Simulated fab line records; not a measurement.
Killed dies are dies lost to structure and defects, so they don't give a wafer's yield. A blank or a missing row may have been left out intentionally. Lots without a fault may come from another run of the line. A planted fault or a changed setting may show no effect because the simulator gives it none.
Check of tool commonality | flow gf180mcu | 12 lots, 36 wafers sampled

== REASON FOR OPENING ==
At GF_VT_IMPLANT_TW_MEAS_21 the reading VT_IMPLANT_2_TW is flagged on 1 of 12 lots. No-fault wafers: 1210, standard deviation 12.
Rule: a lot is flagged in two cases, either no wafer of it has a number, or all its wafers with numbers fall more than 4 standard deviations from that mean. The other lots count as sound.

lot  | measured     | on            | VT_IMPLANT_2_TW, wafer by wafer | flag
L229 | day 6 13:04  | film metro-02 | 1216 1210 1218                  |
L232 | day 7 04:37  | film metro-04 | 1217 1218 1224                  |
L233 | day 7 14:17  | film metro-04 | 1224 1216 1220                  |
L235 | day 7 23:42  | film metro-02 | 1217 1217 1211                  |
L237 | day 8 15:04  | film metro-01 | 1195 1192 1191                  |
L238 | day 8 17:32  | film metro-02 | 1208 1214 1215                  |
L239 | day 9 03:34  | film metro-04 | 1219 1214 1211                  |
L242 | day 10 09:00 | film metro-02 | 1208 1212 1218                  |
L244 | day 10 14:51 | film metro-01 | 1194 1187 1192                  |
L246 | day 11 05:52 | film metro-02 | 30 30 30                        | FLAGGED
L247 | day 11 09:25 | film metro-04 | 1203 1209 1208                  |
L251 | day 12 08:27 | film metro-01 | 1195 1192 1193                  |
The numbers of the flagged lots are 30 on average: -1180 against the usual, or -98 standard deviations.

== WHICH TOOL RAN EACH LOT ==
Before the reading, the record contains 3 process steps out of a 602-step route. Every cell lists first the tool, next ch and the chambers used by the sampled wafers, and last the start.
lot  | flag    | GF_NWELL_STRIP_10                   | GF_VT_IMPLANT_EXPOSE_15             | GF_VT_IMPLANT_STRIP_20
L229 |         | plasma asher-04 ch 0,1, day 3 13:22 | iline stepper-02 ch 0, day 6 05:19  | plasma asher-01 ch 0,1, day 6 12:58
L232 |         | plasma asher-04 ch 1, day 4 04:07   | iline stepper-02 ch 0, day 6 20:58  | plasma asher-03 ch 0, day 7 04:31
L233 |         | plasma asher-01 ch 1, day 4 11:55   | iline stepper-02 ch 0, day 7 05:53  | plasma asher-04 ch 0,1, day 7 14:11
L235 |         | plasma asher-03 ch 0,1, day 4 21:10 | iline stepper-02 ch 0, day 7 15:40  | plasma asher-04 ch 0,1, day 7 23:34
L237 |         | plasma asher-03 ch 0,1, day 5 09:46 | iline stepper-01 ch 0, day 8 06:58  | plasma asher-01 ch 0,1, day 8 14:58
L238 |         | plasma asher-01 ch 0,1, day 5 12:35 | iline stepper-02 ch 0, day 8 09:27  | plasma asher-01 ch 0,1, day 8 17:26
L239 |         | plasma asher-03 ch 0,1, day 5 19:50 | iline stepper-02 ch 0, day 8 18:32  | plasma asher-01 ch 0, day 9 03:28
L242 |         | plasma asher-03 ch 0,1, day 6 20:40 | iline stepper-01 ch 0, day 9 23:58  | plasma asher-03 ch 0,1, day 10 08:53
L244 |         | plasma asher-04 ch 0,1, day 7 03:25 | iline stepper-01 ch 0, day 10 05:44 | plasma asher-04 ch 0,1, day 10 14:45
L246 | FLAGGED | plasma asher-03 ch 1, day 7 14:43   | iline stepper-01 ch 0, day 10 20:31 | plasma asher-04 ch 0,1, day 11 05:46
L247 |         | plasma asher-04 ch 0,1, day 7 19:53 | iline stepper-01 ch 0, day 11 00:46 | plasma asher-04 ch 0,1, day 11 09:20
L251 |         | plasma asher-04 ch 0,1, day 8 13:47 | iline stepper-02 ch 0, day 11 22:42 | plasma asher-03 ch 0,1, day 12 08:21
What is done by these steps:
- GF_NWELL_STRIP_10: strips in O2/N2.
- GF_VT_IMPLANT_EXPOSE_15: exposes mask Nwell LV AREA, target cd 860 nm.
- GF_VT_IMPLANT_STRIP_20: strips in O2/N2.
- GF_VT_IMPLANT_TW_MEAS_21

== FLAGGED OVER TOTAL, TOOL BY TOOL (the gauges that took the reading come last) ==
step                     | tool             | lots run | flagged | share of the flagged lots | sound lots run after its first flagged lot
GF_NWELL_STRIP_10        | plasma asher-01  | 2        | 0       | none                      | -
GF_NWELL_STRIP_10        | plasma asher-03  | 5        | 1       | all                       | 0
GF_NWELL_STRIP_10        | plasma asher-04  | 5        | 0       | none                      | -
GF_VT_IMPLANT_EXPOSE_15  | iline stepper-01 | 5        | 1       | all                       | 1 (L247)
GF_VT_IMPLANT_EXPOSE_15  | iline stepper-02 | 7        | 0       | none                      | -
GF_VT_IMPLANT_STRIP_20   | plasma asher-01  | 4        | 0       | none                      | -
GF_VT_IMPLANT_STRIP_20   | plasma asher-03  | 3        | 0       | none                      | -
GF_VT_IMPLANT_STRIP_20   | plasma asher-04  | 5        | 1       | all                       | 1 (L247)
GF_VT_IMPLANT_TW_MEAS_21 | film metro-01    | 3        | 0       | none                      | -
GF_VT_IMPLANT_TW_MEAS_21 | film metro-02    | 5        | 1       | all                       | 0
GF_VT_IMPLANT_TW_MEAS_21 | film metro-04    | 4        | 0       | none                      | -

== THE TABLE: WHAT IT ALLOWS ==
4 rows of the table ran every flagged lot: plasma asher-03 at GF_NWELL_STRIP_10, iline stepper-01 at GF_VT_IMPLANT_EXPOSE_15, plasma asher-04 at GF_VT_IMPLANT_STRIP_20, film metro-02 at GF_VT_IMPLANT_TW_MEAS_21.
- plasma asher-03 at GF_NWELL_STRIP_10: 1 of its 5 lots flagged. Last sound lot L242 at day 6 20:40, first flagged lot L246 at day 7 14:43; a fault beginning in between fits.
- iline stepper-01 at GF_VT_IMPLANT_EXPOSE_15: 1 of its 5 lots flagged. Sound lots ran on it after the first flagged one (L247), which a lasting fault on the whole tool wouldn't allow.
- plasma asher-04 at GF_VT_IMPLANT_STRIP_20: 1 of its 5 lots flagged. Sound lots ran on it after the first flagged one (L247), which a lasting fault on the whole tool wouldn't allow.
- film metro-02 at GF_VT_IMPLANT_TW_MEAS_21: 1 of its 5 lots flagged. Last sound lot L242 at day 10 09:00, first flagged lot L246 at day 11 05:52; a fault beginning in between fits.
These 2 tools cannot be told apart by counting lots, since each of them fits a fault that started at some hour. More lots, or a look at what each step does to the wafer, might.

== WHAT THE SIMULATOR HAD PUT IN ==
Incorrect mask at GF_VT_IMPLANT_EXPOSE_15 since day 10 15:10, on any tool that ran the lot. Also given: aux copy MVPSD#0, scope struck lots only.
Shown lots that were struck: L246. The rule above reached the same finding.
